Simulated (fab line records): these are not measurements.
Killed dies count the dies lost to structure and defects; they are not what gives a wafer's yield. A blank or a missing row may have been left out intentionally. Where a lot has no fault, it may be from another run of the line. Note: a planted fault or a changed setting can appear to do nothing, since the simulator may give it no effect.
What tool caused it? | flow sky130 | Sampling: 12 lots, 36 wafers, 4 of 708 route steps

== WHAT THE GAUGES SHOWED, per wafer ==
SKY_CAP2M_THK_MEAS_01.
lot  | measured     | on            | CAP2M_CVD_00_THK (nm)
L332 | day 39 16:37 | film_metro-04 | 15.42 15.39 15.69
L333 | day 39 17:52 | film_metro-03 | 15.72 15.47 15.68
L335 | day 40 18:06 | film_metro-04 | 15.33 15.13 15.81
L336 | day 40 19:43 | film_metro-03 | 15.27 15.64 15.61
L340 | day 42 01:01 | film_metro-01 | 15.33 15.22 15.33
L347 | day 44 08:09 | film_metro-03 | 15.21 15.43 15.46
L350 | day 44 21:11 | film_metro-04 | 15.43 15.57 15.76
L351 | day 45 00:00 | film_metro-01 | 15.34 15.47 15.46
L352 | day 45 06:23 | film_metro-03 | 15.77 15.82 16.08
L353 | day 45 12:34 | film_metro-03 | 15.86 16.14 15.94
L354 | day 46 13:47 | film_metro-03 | 15.64 15.13 15.59
L355 | day 46 15:29 | film_metro-03 | 15.71 15.91 15.78

== WHAT TOOL EACH LOT RAN ON (gives the tool, then ch and the chambers of the sampled wafers, and finally the start) ==
lot  | SKY_VIA1_CMP_24               | SKY_METAL4_SPUTTER_01        | SKY_METAL4_SPUTTER_03
L332 | cmp-01 ch 0,1,2, day 34 00:05 | pvd_sputter-01, day 39 16:28 | pvd_sputter-01, day 39 16:32
L333 | cmp-01 ch 0,1,2, day 34 02:55 | pvd_sputter-04, day 39 17:36 | pvd_sputter-04, day 39 17:40
L335 | cmp-02 ch 0,1,2, day 35 03:41 | pvd_sputter-03, day 40 17:56 | pvd_sputter-03, day 40 18:01
L336 | cmp-02 ch 1,2,3, day 35 05:27 | pvd_sputter-03, day 40 19:33 | pvd_sputter-03, day 40 19:37
L340 | cmp-01 ch 0,1,2, day 36 14:00 | pvd_sputter-03, day 42 00:50 | pvd_sputter-03, day 42 00:53
L347 | cmp-02 ch 0,1, day 39 05:20   | pvd_sputter-01, day 44 07:59 | pvd_sputter-01, day 44 08:03
L350 | cmp-02 ch 1,3, day 39 17:52   | pvd_sputter-03, day 44 21:02 | pvd_sputter-03, day 44 21:06
L351 | cmp-01 ch 0,2, day 39 21:23   | pvd_sputter-01, day 44 23:50 | pvd_sputter-01, day 44 23:54
L352 | cmp-02 ch 1,2, day 40 04:02   | pvd_sputter-04, day 45 06:14 | pvd_sputter-04, day 45 06:17
L353 | cmp-01 ch 0,1,2, day 40 11:38 | pvd_sputter-04, day 45 12:24 | pvd_sputter-04, day 45 12:28
L354 | cmp-01 ch 0,1,2, day 41 15:55 | pvd_sputter-03, day 46 13:38 | pvd_sputter-03, day 46 13:42
L355 | cmp-01 ch 0,2, day 41 16:52   | pvd_sputter-04, day 46 15:20 | pvd_sputter-04, day 46 15:23
- SKY_VIA1_CMP_24: polishes, stops on SiO2, t overpolish 15 s, target thk 0 nm.
- SKY_METAL4_SPUTTER_01: material TiN, target thk 20 nm, time 16.7 s.
- SKY_METAL4_SPUTTER_03: material Ti, target thk 5 nm, time 3.3 s.

== AS READ BY THE TOOLS THEMSELVES (means over the sampled wafers that have a number; for cases with no such wafer, the mark the record gives instead) ==
SKY_VIA1_CMP_24.
lot  | tool   | motor_current_A (A) | overpolish_run_s (s) | retaining_ring_pressure_frac | time_to_endpoint_s (s)
L332 | cmp-01 | 10.5                | 15.003               | 0.999                        | 63.5
L333 | cmp-01 | 10.6                | 15.002               | 1.000                        | 66.1
L335 | cmp-02 | 11.5                | 14.994               | 1.001                        | 65.0
L336 | cmp-02 | 10.9                | 14.998               | 0.998                        | 66.2
L340 | cmp-01 | 10.6                | 14.999               | 0.998                        | 69.6
L347 | cmp-02 | 11.6                | 14.996               | 0.996                        | 72.0
L350 | cmp-02 | 10.2                | 14.997               | 0.995                        | 69.5
L351 | cmp-01 | 10.6                | 14.996               | 0.994                        | 67.6
L352 | cmp-02 | 11.4                | 15.009               | 1.000                        | 62.7
L353 | cmp-01 | 10.5                | 14.999               | 1.001                        | 63.0
L354 | cmp-01 | 10.7                | 14.999               | 1.003                        | 64.8
L355 | cmp-01 | 10.6                | 15.005               | 1.001                        | 64.8

SKY_METAL4_SPUTTER_01.
lot  | tool           | chamber_pressure_pa (Pa) | throttle_valve_pct (%)
L332 | pvd_sputter-01 | 0.4001                   | 29.6
L333 | pvd_sputter-04 | 0.3995                   | 30.8
L335 | pvd_sputter-03 | 0.3996                   | 30.4
L336 | pvd_sputter-03 | 0.4001                   | 31.2
L340 | pvd_sputter-03 | 0.4001                   | 30.7
L347 | pvd_sputter-01 | 0.4001                   | 29.7
L350 | pvd_sputter-03 | 0.3998                   | 31.2
L351 | pvd_sputter-01 | 0.4004                   | 30.5
L352 | pvd_sputter-04 | 0.3998                   | 30.2
L353 | pvd_sputter-04 | 0.4008                   | 30.1
L354 | pvd_sputter-03 | 0.4004                   | 31.3
L355 | pvd_sputter-04 | 0.3995                   | 30.2

SKY_METAL4_SPUTTER_03.
lot  | tool           | chamber_pressure_pa (Pa) | throttle_valve_pct (%)
L332 | pvd_sputter-01 | 0.4001                   | 29.5
L333 | pvd_sputter-04 | 0.4011                   | 30.6
L335 | pvd_sputter-03 | 0.3999                   | 30.6
L336 | pvd_sputter-03 | 0.4004                   | 31.3
L340 | pvd_sputter-03 | 0.3993                   | 30.7
L347 | pvd_sputter-01 | 0.4001                   | 29.9
L350 | pvd_sputter-03 | 0.4005                   | 31.2
L351 | pvd_sputter-01 | 0.4006                   | 30.6
L352 | pvd_sputter-04 | 0.3991                   | 30.1
L353 | pvd_sputter-04 | 0.3999                   | 30.3
L354 | pvd_sputter-03 | 0.4004                   | 31.2
L355 | pvd_sputter-04 | 0.4003                   | 30.3

== THE ANSWER, worked out from the rows above alone ==
Rule: what is usual is taken from the lots themselves. Put in order of their means at a reading, lots are off if they are a third of the lots or fewer, leave a main group of 4 or more, and stand apart from it by a gap of 3 or more times the standard deviation of the main group's means; of several such gaps the widest counts. Not used: any main group whose means are identical at the precision the tables above print for the reading. Also off: a lot with no number at a reading for which 4 or more lots have one. Where the step has rows for the other lots, those lots are counted as sound. First the gauges in route order, then the tools' own readings, where a lot's mean is used as printed above. The first step at which some lot is off is used, and at that step the reading that is off furthest; a lot without a number counts as furthest.
No lot is off at any reading shown: from this, nothing can be told.

== WHAT WAS PUT IN BY THE SIMULATOR ==
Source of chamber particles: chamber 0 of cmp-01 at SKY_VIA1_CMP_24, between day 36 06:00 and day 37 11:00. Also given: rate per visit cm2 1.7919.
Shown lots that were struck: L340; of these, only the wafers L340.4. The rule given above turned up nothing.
